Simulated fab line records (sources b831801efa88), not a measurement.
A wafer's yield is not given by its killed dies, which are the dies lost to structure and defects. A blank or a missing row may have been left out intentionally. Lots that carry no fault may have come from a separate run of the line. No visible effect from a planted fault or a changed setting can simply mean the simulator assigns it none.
Struck lot and sound lot, side by side :: flow gf180mcu :: 37 out of 602 route steps
Sound: wafers L611.1, L611.5, L611.6. Struck: wafers L621.4, L621.6. (L621.1 of the same lot was not struck and is left out.) The cause comes at the end.
At each step with rows: each side's tool, then ch and its chambers, then its first start. Under that, the readings that differ: sound wafers :: struck wafers :: difference of the means :: sigmas: that difference in standard deviations of wafers without a fault.
alike: same words and numbers on both sides, and readings whose means sit less than 2 such deviations apart. not compared: any withheld reading, any reading some wafer has no value for, any bound like >300 that may hide the same value, and any number with overlapping values for which the record gives no deviation.
Wherever a step has rows on one side only, a row that says differs or no value, or a row with sigmas, the two part there. Non-overlapping numbers with no deviation appear without sigmas and do not part them. A reading that every wafer of one side lacks parts them only if that side has two wafers or more.

first, 2 steps without rows for these wafers: GF_M3_PEB_12 (peb time 86.96 s); GF_M3_DEVELOP_13 (develop time 60 s).
GF_M3_CD_MEAS_14: the cd target is 280 nm.
  struck on cdSem-02, day 27 08:42; sound on cdSem-02, day 23 15:26
  alike: cdNm
GF_M3_OVL_MEAS_15:
  struck on overlay-01, day 27 08:49; sound on overlay-02, day 23 15:34
  alike: M3_OVL
then, 5 steps without rows for these wafers: GF_M3_METAL_ETCH_16 (etches the open film in Cl2/BCl3, stops on SiO2, target depth 627.5 nm, time 104.6 s); GF_M3_STRIP_17 (strips in O2/N2); GF_M3_STRIP_18 (strips in post etch residue remover, time 1200 s); GF_M3_CLEAN_19 (cleans in DIW); GF_V3_CVD_00 (deposits SiO2, target thk 600 nm, time 100 s).
GF_V3_THK_MEAS_01:
  struck on filmMetro-02, day 27 09:37; sound on filmMetro-01, day 23 16:40
  alike: V3_CVD_00_THK
GF_V3_CVD_02: deposits SiO2 from TEOS, target thk 850 nm, time 94.851 s.
  sound on pecvd-04 ch 1,2, day 23 16:43; struck on pecvd-04 ch 0,2, day 27 09:40
  alike: heaterPowerW
  not compared: sinceWetCleanH
GF_V3_THK_MEAS_03:
  struck on filmMetro-03, day 27 09:44; sound on filmMetro-02, day 23 16:47
  alike: V3_CVD_02_THK
GF_V3_CMP_04: polishes SiO2.
  sound on cmp-02 ch 0,2,3, day 23 17:00; struck on cmp-02 ch 1, day 27 09:48
reading: timeToEndpointS (s)
sound: 81 90 92
struck: 54 57
difference: -32
sigmas: -5

reading: model.SiO2_of_V3_CVD_02.thkNm (nm)
sound: 631.5 632.5 632.8
struck: 695.7 695.1
difference: +63.1
sigmas: 
  alike: motorCurrentA
GF_V3_BOW_MEAS_05:
  struck on filmMetro-01, day 27 10:06; sound on filmMetro-01, day 23 17:09
  alike: V3_BOW
then, 8 steps without rows for these wafers: GF_V3_DEHYDRATE_06 (time 60 s); GF_V3_HMDS_07 (prime time 60 s); GF_V3_COAT_08; GF_V3_COAT_09 (resist thk 1000 nm); GF_V3_SOFTBAKE_10 (time 60 s); GF_V3_EXPOSE_11 (exposes mask Via3, target cd 260 nm); GF_V3_PEB_12 (peb time 90 s); GF_V3_DEVELOP_13 (develop time 60 s).
GF_V3_CD_MEAS_14: the cd target is 260 nm.
  struck on cdSem-02, day 28 05:35; sound on cdSem-02, day 24 15:37
  alike: cdNm
GF_V3_OVL_MEAS_15:
  struck on overlay-02, day 28 05:42; sound on overlay-02, day 24 15:44
  alike: V3_OVL
GF_V3_ETCH_16: etches BARC in N2/H2.
  sound on rieDiel-02 ch 0,1,2, day 24 15:46; struck on rieDiel-04 ch 1,2, day 28 05:44
  alike: drypumpMotorCurrentA, oesProductAu, throttleValvePct
GF_V3_ETCH_17: etches SiO2 in C4F8/O2/Ar, stops on TiN, target depth 635 nm.
  sound on rieDiel-02 ch 0,1,2; struck on rieDiel-04 ch 1,2
reading: oesProductAu (a.u.)
sound: 0.854 0.851 0.853
struck: 0.902 0.904
difference: +0.050
sigmas: +12

reading: model.V3.featureDepthNm (nm)
sound: 631.5 632.5 632.8
struck: 695.7 695.1
difference: +63.1
sigmas: 

reading: model.etch.depthNm (nm)
sound: 631.5 632.5 632.8
struck: 695.7 695.1
difference: +63.1
sigmas: 
GF_V3_STRIP_18: strips in O2/N2.
  sound on plasmaAsher-02 ch 0,1, day 24 15:54; struck on plasmaAsher-03 ch 0,1, day 28 05:52
  alike: drypumpMotorCurrentA, heaterPowerW, oesProductAu
  not compared: rfHoursCounterH
then, 3 steps without rows for these wafers: GF_V3_STRIP_19 (strips in post etch residue remover, time 1200 s); GF_V3_CLEAN_20 (cleans in DIW); GF_V3_SPUTTER_21 (material Ti, target thk 15 nm, time 77.09 s).
GF_V3_SPUTTER_22: material TiN, target thk 10 nm, time 40 s.
  struck on pvdSputter-02, day 28 06:28; sound on pvdSputter-02, day 24 16:29
  alike: throttleValvePct
then, 1 step without rows for these wafers: GF_V3_CVD_23 (deposits W, target thk 350 nm, time 104.9 s).
GF_V3_RS_MEAS_24: uses a four-point probe to measure.
  struck on filmMetro-01, day 28 06:43; sound on filmMetro-01, day 24 16:38
  alike: V3_W_RS
GF_V3_THK_MEAS_25: measures by xrf.
  struck on filmMetro-01, day 28 06:50; sound on filmMetro-01, day 24 16:46
  alike: V3_W_THK
GF_V3_CMP_26: polishes, stops on SiO2, t overpolish 15 s, target thk 0 nm.
  sound on cmp-01 ch 0,3, day 24 16:52; struck on cmp-01 ch 0,1, day 28 06:54
reading: model.SiO2_of_V3_CVD_02.thkNm (nm)
sound: 627.7 628.7 629
struck: 691.9 691.3
difference: +63.1
sigmas: 
  alike: motorCurrentA
GF_M4_SPUTTER_00: material Ti, target thk 37.5 nm, time 150 s.
  struck on pvdSputter-01, day 28 07:12; sound on pvdSputter-03, day 24 17:07
  alike: throttleValvePct
-- the record jumps here: 6 days lie between the struck wafers' starts before and after (it left off in module M4 and takes up again in module PASSIVATION, whose first step shown is number 602 of the route) --
GF_PASSIVATION_PROBE_99:
  record: rows for the struck wafers here (prober-01, day 33 19:46), none for the sound ones

WHERE THEY PART
Last at GF_PASSIVATION_PROBE_99 as far as this record goes, first at GF_V3_CMP_04.

WHY: what the simulator had put in
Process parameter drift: cmp-02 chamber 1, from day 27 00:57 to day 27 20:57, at GF_V3_CMP_04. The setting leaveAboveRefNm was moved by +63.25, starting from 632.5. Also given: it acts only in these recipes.
